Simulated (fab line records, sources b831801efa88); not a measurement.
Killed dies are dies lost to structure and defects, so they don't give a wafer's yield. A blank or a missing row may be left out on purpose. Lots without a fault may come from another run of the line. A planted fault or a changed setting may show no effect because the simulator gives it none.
fab line records | flow gf180mcu
record lots=13 wafers=38 last_day=32
route steps=602 shown NWELL@49 VT_IMPLANT@100
lots that met no fault: from a run of the same line without faults
start_h: hours from the record's first day to the start of the lot's first wafer shown | wait_h: hours since the lot's step before | " the same as in the row above | L1.1+2: a row that stands for several wafers | - no value, or no start given | * or withheld: withheld | < > ~ a bound
route shown NAME@n: a module of which the file shows steps, and the number in the route of the first | usual: mean/standard deviation of fault-free wafers | same: alike in all rows | chamber/n: place in a boat | sites: the reading at each site | _std_site: their standard deviation | _edge_site: outer sites' mean less inner sites' | radius_mm: how far each site lies from the wafer's centre | mask NAME#n: copy n | behind: the tool/chamber that last shaped the wafer | hold: why the lot was held/for how many hours/how that ended | device: the transistor (n, p or np) that didn't switch | end of line: the same wafers' tests at the end of the route | a step without rows: its recipe alone | killed: dies lost to structure and defects at the first sort, not the wafer's yield | map: a wafer's dies, x killed, . not, _ none there
set.NAME: the setting as run; set.NAME@STEP: as run at that earlier step | model.NAME: the simulator's own value behind a step, which no gauge read
steps of the route over a sample of lots; a table a step, a row a wafer
services: from which hour (start_h, from the record's first day; less than 0 if before it) a tool's chamber was out of use, for how many hours, and why
## steps
# step GF_NWELL_OVL_MEAS_07
# usual NWELL_OVL=-0.4/1.3
# columns lot.wafer tool chamber start_h wait_h NWELL_OVL[nm]
L428.2 overlay-02 - 56.47 - 0.8
L428.4 " - " " 0.8
L428.5 " - " " 2.0
L429.1 overlay-02 - 61.74 - -2.5
L429.3 " - " " -0.7
L429.6 " - " " -1.6
L430.1 overlay-02 - 67.21 - -0.9
L430.2 " - " " -0.5
L430.5 " - " " 0.9
L431.1 overlay-01 - 72.06 - -1.2
L431.3 " - " " -2.8
L431.5 " - " " -0.6
L432.1 overlay-02 - 79.20 - 0.4
L432.4 " - " " -1.9
L432.5 " - " " -0.3
L433.1 overlay-02 - 84.10 - -1.9
L433.5 " - " " 1.8
L433.6 " - " " 0.0
L434.2 overlay-01 - 88.22 - -1.3
L434.4 " - " " -1.7
L434.6 " - " " -0.2
L435.3 overlay-01 - 92.87 - -0.5
L435.5 " - " " -0.5
L435.6 " - " " 2.5
L436.2 overlay-01 - 97.72 - 0.1
L436.3 " - " " -1.0
L436.6 " - " " -0.9
L437.2 overlay-02 - 104.21 - -1.9
L437.5 " - " " -0.3
L437.6 " - " " 0.0
L438.1 overlay-02 - 109.29 - 0.7
L438.2 " - " " 1.6
L438.5 " - " " 1.2
L439.1 overlay-02 - 118.10 - -0.7
L439.2 " - " " -0.9
L439.3 " - " " -1.7
L442.3 overlay-02 - 131.97 - -0.6
L442.6 " - " " -0.5
# step GF_VT_IMPLANT_TW_MEAS_10
# usual VT_IMPLANT_TW=560/5
# columns lot.wafer tool chamber start_h wait_h VT_IMPLANT_TW
L428.2 film_metro-04 - 112.09 0.1 567
L428.4 " - " " 567
L428.5 " - " " 568
L429.1 film_metro-02 - 118.45 0.1 562
L429.3 " - " " 560
L429.6 " - " " 565
L430.1 film_metro-02 - 123.89 0.1 557
L430.2 " - " " 557
L430.5 " - " " 559
L431.1 film_metro-02 - 129.09 0.1 556
L431.3 " - " " 559
L431.5 " - " " 557
L432.1 film_metro-04 - 137.64 0.1 567
L432.4 " - " " 567
L432.5 " - " " 566
L433.1 film_metro-01 - 143.05 0.1 549
L433.5 " - " " 549
L433.6 " - " " 552
L434.2 film_metro-01 - 146.20 0.1 546
L434.4 " - " " 550
L434.6 " - " " 549
L435.3 film_metro-04 - 152.66 0.1 564
L435.5 " - " " 563
L435.6 " - " " 564
L436.2 film_metro-02 - 158.80 0.1 561
L436.3 " - " " 561
L436.6 " - " " 559
L437.2 film_metro-04 - 166.25 0.1 563
L437.5 " - " " 561
L437.6 " - " " 565
L438.1 film_metro-02 - 171.35 0.1 559
L438.2 " - " " 563
L438.5 " - " " 559
L439.1 film_metro-04 - 182.38 0.1 564
L439.2 " - " " 567
L439.3 " - " " 563
L442.3 film_metro-04 - 198.41 0.1 560
L442.6 " - " " 564
# step GF_VT_IMPLANT_STRIP_20
# recipe chemistry=O2/N2 power_w=1400 pressure_mtorr=1500 platen_temp_c=250 o2_flow_sccm=3000 n2_flow_sccm=300 overash_fraction=0.5
# usual chamber_pressure_mTorr=1500.2/1.4 drypump_motor_current_A=5.8/0.4 heater_power_w=316/20 oes_product_au=0.716/0.0045 strip_time_to_endpoint_s=12.62/0.034
# columns lot.wafer tool chamber start_h wait_h chamber_pressure_mTorr drypump_motor_current_A heater_power_w oes_product_au rf_hours_counter_h strip_time_to_endpoint_s
L428.2 plasma_asher-04 0 126.43 0.1 1500.7 6.2 333 0.719 1 12.57
L428.4 " 1 " " 1499.7 4.9 300 0.712 - 12.60
L428.5 " 1 " " 1500.5 4.9 311 0.717 - 12.61
L429.1 plasma_asher-04 1 133.29 0.1 1501.6 4.9 307 0.715 2 12.62
L429.3 " 0 " " 1500.7 6.3 326 0.709 - 12.61
L429.6 " 1 " " 1498.1 4.9 299 0.712 - 12.69
L430.1 plasma_asher-03 0 138.79 0.1 1500.3 6.0 305 0.711 50 12.63
L430.2 " 1 " " 1502.6 5.8 332 0.711 50 12.60
L430.5 " 0 " " 1498.8 6.0 308 0.718 - 12.67
L431.1 plasma_asher-01 0 144.24 0.1 1500.5 6.0 277 0.716 51 12.63
L431.3 " 1 " " 1500.1 5.8 345 0.716 - 12.62
L431.5 " 0 " " 1499.5 6.0 276 0.713 - 12.63
L432.1 plasma_asher-03 1 152.84 0.1 1497.6 5.8 320 0.713 51 12.63
L432.4 " 0 " " 1500.8 6.0 311 0.720 - 12.62
L432.5 " 1 " " 1498.6 5.8 327 0.715 - 12.62
L433.1 plasma_asher-04 0 158.78 0.1 1500.6 6.3 322 0.714 4 12.61
L433.5 " 0 " " 1499.7 6.3 330 0.712 - 12.64
L433.6 " 1 " " 1505.1 4.9 298 0.715 - 12.63
L434.2 plasma_asher-04 0 161.98 0.1 1500.4 6.3 328 0.712 5 12.65
L434.4 " 1 " " 1501.7 4.9 299 0.713 - 12.63
L434.6 " 1 " " 1498.6 4.9 296 0.714 - 12.64
L435.3 plasma_asher-03 0 168.26 0.1 1501.2 6.0 304 0.716 - 12.65
L435.5 " 1 " " 1498.5 5.8 319 0.714 - 12.66
L435.6 " 0 " " 1497.7 6.0 316 0.712 - 12.66
L436.2 plasma_asher-03 0 175.28 0.1 1498.1 6.0 306 0.715 54 12.60
L436.3 " 0 " " 1504.1 6.0 318 0.718 - 12.64
L436.6 " 1 " " 1501.6 5.8 331 0.712 - 12.67
L437.2 plasma_asher-01 1 183.39 0.1 1500.2 5.8 344 0.722 55 12.67
L437.5 " 0 " " 1501.1 6.0 279 0.718 - 12.65
L437.6 " 1 " " 1499.0 5.8 339 0.719 - 12.70
L438.1 plasma_asher-01 0 188.04 0.1 1502.4 5.9 277 0.718 55 12.63
L438.2 " 1 " " 1501.0 5.8 347 0.716 55 12.64
L438.5 " 0 " " 1502.9 5.9 280 0.723 - 12.63
L439.1 plasma_asher-01 1 199.49 0.1 1498.3 5.9 337 0.718 57 12.59
L439.2 " 0 " " 1501.8 6.0 279 0.712 57 12.60
L439.3 " 1 " " 1500.8 5.8 339 0.716 - 12.59
L442.3 plasma_asher-01 1 215.32 0.1 1501.1 5.9 349 0.714 - 12.55
L442.6 " 1 " " 1498.7 5.8 334 0.715 - 12.56
# step GF_VT_IMPLANT_IMPLANT_30
# recipe species=B energy_kev=25 dose_cm2=2.534e+12 tilt_deg=7
# columns lot.wafer tool chamber start_h wait_h
L428.2+4+5 implanter-01 0 141.80 0.0
L429.1+3+6 implanter-02 0 148.49 0.0
L430.1+2+5 implanter-02 0 154.48 0.0
L431.1+3+5 implanter-04 0 160.24 0.0
L432.1+4+5 implanter-04 0 168.38 0.0
L433.1+5+6 implanter-02 0 175.43 0.0
L434.2+4+6 implanter-01 0 178.57 0.0
L435.3+5+6 implanter-02 0 185.14 0.1
L436.2+3+6 implanter-04 0 192.50 0.0
L437.2+5+6 implanter-04 0 200.47 0.0
L438.1+2+5 implanter-02 0 204.23 0.0
L439.1+2+3 implanter-01 0 216.49 0.0
L442.3+6 implanter-01 0 231.89 0.1
# step GF_VT_IMPLANT_TW_MEAS_32
# usual VT_IMPLANT_3_TW=266.9/2.6
# columns lot.wafer tool chamber start_h wait_h VT_IMPLANT_3_TW
L428.2 film_metro-04 - 142.04 0.1 269.0
L428.4 " - " " 271.6
L428.5 " - " " 269.6
L429.1 film_metro-04 - 148.74 0.1 269.3
L429.3 " - " " 269.5
L429.6 " - " " 267.7
L430.1 film_metro-01 - 154.73 0.1 261.3
L430.2 " - " " 260.6
L430.5 " - " " 261.3
L431.1 film_metro-02 - 160.49 0.1 266.9
L431.3 " - " " 267.9
L431.5 " - " " 268.8
L432.1 film_metro-04 - 168.63 0.1 268.3
L432.4 " - " " 267.2
L432.5 " - " " 268.9
L433.1 film_metro-02 - 175.68 0.1 267.3
L433.5 " - " " 268.1
L433.6 " - " " 267.6
L434.2 film_metro-04 - 178.80 0.1 268.2
L434.4 " - " " 267.6
L434.6 " - " " 267.4
L435.3 film_metro-02 - 185.36 0.1 267.4
L435.5 " - " " 267.8
L435.6 " - " " 267.5
L436.2 film_metro-04 - 192.74 0.1 269.5
L436.3 " - " " 268.4
L436.6 " - " " 268.9
L437.2 film_metro-01 - 200.70 0.1 265.2
L437.5 " - " " 266.0
L437.6 " - " " 263.5
L438.1 film_metro-04 - 204.48 0.1 268.0
L438.2 " - " " 268.2
L438.5 " - " " 267.0
L439.1 film_metro-04 - 216.74 0.1 267.7
L439.2 " - " " 270.0
L439.3 " - " " 268.9
L442.3 film_metro-01 - 232.11 0.1 264.0
L442.6 " - " " 257.0
## services
# columns tool chamber start_h hours kind
plasma_asher-01 - 102.50 1.2 repair
plasma_asher-04 - 108.75 9.0 pm
plasma_asher-04 0 108.75 9.0 vent_cycle
plasma_asher-04 1 108.75 9.0 vent_cycle
plasma_asher-04 0 117.75 - clean
plasma_asher-04 1 117.75 - clean
implanter-01 - 117.94 1.1 repair
implanter-01 - 119.71 12.5 repair
implanter-02 - 135.17 5.1 repair
implanter-04 - 145.21 8.0 pm
implanter-02 - 179.69 1.1 repair
implanter-01 - 183.09 2.7 pm
plasma_asher-04 - 192.74 7.2 pm
plasma_asher-01 - 207.17 0.4 repair
plasma_asher-03 - 209.87 7.9 repair
implanter-04 - 218.60 2.4 repair
## key
first_sign step=GF_VT_IMPLANT_TW_MEAS_32 reading=VT_IMPLANT_3_TW direction=down sigmas=3.8 usual=266.9 struck=257.0
effect none on later readings
met_at GF_VT_IMPLANT_IMPLANT_30
struck_lots L442
struck_wafers L442.6
tester_left_out L442
not_acting_at GF_NWELL_OVL_MEAS_07,GF_VT_IMPLANT_TW_MEAS_10,GF_VT_IMPLANT_STRIP_20
onset_between 216.49 231.89
fault kind=process_parameter_drift tool=implanter-01 chamber=- onset_h=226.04 steps=GF_VT_IMPLANT_IMPLANT_30 channel=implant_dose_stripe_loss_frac offset=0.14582 shape=step end_h=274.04 scope=struck_wafers_only
# tester_left_out: of these lots the tester's yield and bins aren't shown, on N5 and GAA mostly nor the transistor test; their killed dies are dies lost to structure and defects alone, not to doping, threshold or leakage, so they don't give the yield
